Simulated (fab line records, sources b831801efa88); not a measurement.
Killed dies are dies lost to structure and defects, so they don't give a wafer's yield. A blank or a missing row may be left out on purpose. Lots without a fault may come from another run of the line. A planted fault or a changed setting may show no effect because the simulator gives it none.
Which tool did it? | flow sky130 | 12 lots, 35 wafers sampled, at 6 steps of a route of 708

WHAT THE GAUGES READ, wafer by wafer
SKY_SD_N_RS_MEAS_17: measures by four-point-probe.
lot  | measured     | on            | SD_P_RS (ohm/sq)
L863 | day 27 18:32 | film_metro-03 | 146.9 147.1 147.2
L864 | day 28 04:07 | film_metro-04 | 147.4 147.5 147.5
L871 | day 30 22:35 | film_metro-03 | 147.4 147.4
L874 | day 32 01:52 | film_metro-04 | 146.8 147.0 146.3
L876 | day 32 15:56 | film_metro-02 | 147.2 147.0 147.0
L878 | day 32 22:16 | film_metro-02 | 147.3 147.4 147.1
L880 | day 33 15:55 | film_metro-04 | 146.9 147.0 147.0
L882 | day 34 12:32 | film_metro-04 | 146.1 146.5 147.0
L883 | day 34 17:44 | film_metro-04 | 146.8 146.5 146.9
L884 | day 34 19:47 | film_metro-02 | 147.1 146.9 147.0
L885 | day 35 00:22 | film_metro-03 | 146.7 147.3 146.8
L886 | day 35 14:40 | film_metro-03 | 147.6 147.6 147.2

SKY_LI_CONTACT_RS_MEAS_22: measures by four-point-probe.
lot  | measured     | on            | LI_CONTACT_W_RS (ohm/sq)
L863 | day 29 00:46 | film_metro-02 | 0.2796 0.2828 0.2820
L864 | day 29 09:56 | film_metro-04 | 0.2850 0.2826 0.2823
L871 | day 32 03:25 | film_metro-04 | 0.2843 0.2590
L874 | day 33 06:17 | film_metro-02 | 0.2610 0.2851 0.2870
L876 | day 33 19:43 | film_metro-03 | 0.2860 0.2841 0.2876
L878 | day 34 01:50 | film_metro-02 | 0.2827 0.2820 0.2891
L880 | day 34 19:46 | film_metro-03 | 0.2883 0.2878 0.2875
L882 | day 35 16:50 | film_metro-04 | 0.2848 0.2871 0.2834
L883 | day 35 21:55 | film_metro-03 | 0.2857 0.2838 0.2866
L884 | day 36 00:39 | film_metro-04 | 0.2885 0.2843 0.2894
L885 | day 36 04:35 | film_metro-02 | 0.2819 0.2825 0.2858
L886 | day 36 18:11 | film_metro-04 | 0.2888 0.2894 0.2873

SKY_LI_CONTACT_THK_MEAS_23: measures by xrf.
lot  | measured     | on            | LI_CONTACT_W_THK (nm)
L863 | day 29 00:53 | film_metro-02 | 403 400 403
L864 | day 29 10:04 | film_metro-04 | 392 396 398
L871 | day 32 03:31 | film_metro-04 | 393 433
L874 | day 33 06:25 | film_metro-02 | 434 399 395
L876 | day 33 19:49 | film_metro-03 | 404 407 400
L878 | day 34 01:57 | film_metro-02 | 401 401 393
L880 | day 34 19:52 | film_metro-03 | 398 402 402
L882 | day 35 16:57 | film_metro-04 | 393 391 395
L883 | day 35 22:01 | film_metro-03 | 403 407 400
L884 | day 36 00:44 | film_metro-04 | 390 394 390
L885 | day 36 04:42 | film_metro-02 | 400 403 396
L886 | day 36 18:19 | film_metro-04 | 392 390 394

SKY_CONTACT_THK_MEAS_03.
lot  | measured     | on            | CONTACT_HDPCVD_THK (nm)
L863 | day 30 06:29 | film_metro-01 | 572 577 565
L864 | day 30 15:31 | film_metro-01 | 566 576 568
L871 | day 33 07:25 | film_metro-02 | 556 552
L874 | day 34 10:21 | film_metro-01 | 571 561 575
L876 | day 34 23:55 | film_metro-03 | 567 573 564
L878 | day 35 06:28 | film_metro-03 | 565 565 571
L880 | day 36 00:46 | film_metro-01 | 569 570 563
L882 | day 36 20:59 | film_metro-01 | 551 560 572
L883 | day 37 01:27 | film_metro-01 | 560 563 568
L884 | day 37 03:32 | film_metro-02 | 566 568 566
L885 | day 37 07:28 | film_metro-01 | 556 564 570
L886 | day 37 21:08 | film_metro-01 | 576 559 567

WHICH TOOL RAN EACH LOT (tool, then ch and the chambers of the sampled wafers, then the start)
lot  | SKY_POLY_CUT_ETCH_10               | SKY_LI_CONTACT_CVD_21
L863 | rie_diel-04 ch 0,1,2, day 24 01:40 | cvd_w-02 ch 0,1, day 29 00:38
L864 | rie_diel-04 ch 1,3, day 24 12:53   | cvd_w-02 ch 0,1, day 29 09:49
L871 | rie_diel-02 ch 0,1, day 27 08:04   | cvd_w-01 ch 0,1, day 32 03:16
L874 | rie_diel-02 ch 1,2, day 28 12:44   | cvd_w-01 ch 0,1, day 33 06:10
L876 | rie_diel-02 ch 1,2,3, day 29 03:50 | cvd_w-02 ch 0,1, day 33 19:34
L878 | rie_diel-02 ch 1,3, day 29 10:51   | cvd_w-02 ch 0,1, day 34 01:41
L880 | rie_diel-04 ch 0,2, day 30 02:58   | cvd_w-02 ch 0,1, day 34 19:37
L882 | rie_diel-01 ch 0,1,3, day 31 01:55 | cvd_w-01 ch 0,1, day 35 16:41
L883 | rie_diel-04 ch 0,1,2, day 31 07:47 | cvd_w-01 ch 0,1, day 35 21:46
L884 | rie_diel-04 ch 1,2,3, day 31 10:06 | cvd_w-01 ch 0,1, day 36 00:30
L885 | rie_diel-01 ch 1,2, day 31 15:26   | cvd_w-02 ch 0,1, day 36 04:27
L886 | rie_diel-04 ch 1,3, day 32 05:42   | cvd_w-02 ch 0,1, day 36 18:04
- SKY_POLY_CUT_ETCH_10: etches BARC in N2/H2, stops on SiO2, time 45.9 s, target depth 60 nm.
- SKY_LI_CONTACT_CVD_21: deposits W, target thk 400 nm, time 120.56 s.

WHAT THE TOOLS THEMSELVES READ (means of the sampled wafers that have a number; where no wafer has one, the mark that the record gives instead)
SKY_POLY_CUT_ETCH_10.
lot  | tool        | drypump_motor_current_A (A) | oes_product_au (a.u.) | throttle_valve_pct (%)
L863 | rie_diel-04 | 5.7                         | 0.856                 | 13.233
L864 | rie_diel-04 | 5.7                         | 0.857                 | 13.230
L871 | rie_diel-02 | 5.6                         | 0.853                 | 13.216
L874 | rie_diel-02 | 5.6                         | 0.854                 | 13.220
L876 | rie_diel-02 | 5.4                         | 0.857                 | 13.230
L878 | rie_diel-02 | 5.2                         | 0.849                 | 13.225
L880 | rie_diel-04 | 5.4                         | 0.855                 | 13.222
L882 | rie_diel-01 | 5.7                         | 0.858                 | 13.237
L883 | rie_diel-04 | 5.7                         | 0.856                 | 13.222
L884 | rie_diel-04 | 6.0                         | 0.854                 | 13.212
L885 | rie_diel-01 | 6.3                         | 0.849                 | 13.220
L886 | rie_diel-04 | 5.8                         | 0.850                 | 13.222

SKY_LI_CONTACT_CVD_21.
lot  | tool     | heater_power_w (W)
L863 | cvd_w-02 | 722
L864 | cvd_w-02 | 715
L871 | cvd_w-01 | 754
L874 | cvd_w-01 | 736
L876 | cvd_w-02 | 751
L878 | cvd_w-02 | 712
L880 | cvd_w-02 | 721
L882 | cvd_w-01 | 746
L883 | cvd_w-01 | 781
L884 | cvd_w-01 | 751
L885 | cvd_w-02 | 727
L886 | cvd_w-02 | 770

THE ANSWER, worked out from the rows above alone
Rule: what is usual is taken from the lots themselves. Put in order of their means at a reading, lots are off if they are a third of the lots or fewer, leave a main group of 4 or more, and stand apart from it by a gap of 3 or more times the standard deviation of the main group's means; of several such gaps the widest counts. A main group whose means are all the same, to the digits that the tables above print for the reading, isn't used. A lot without any number at a reading at which 4 lots or more have one is off too. The other lots that the step has rows for count as sound. The gauges are gone through in route order, then the tools' own readings, and for those a lot's mean is taken as printed above. The first step at which some lot is off is used, and at that step the reading that is off furthest; a lot without a number counts as furthest.
No lot is off at any reading shown: from this, nothing can be told.

WHAT THE SIMULATOR HAD PUT IN
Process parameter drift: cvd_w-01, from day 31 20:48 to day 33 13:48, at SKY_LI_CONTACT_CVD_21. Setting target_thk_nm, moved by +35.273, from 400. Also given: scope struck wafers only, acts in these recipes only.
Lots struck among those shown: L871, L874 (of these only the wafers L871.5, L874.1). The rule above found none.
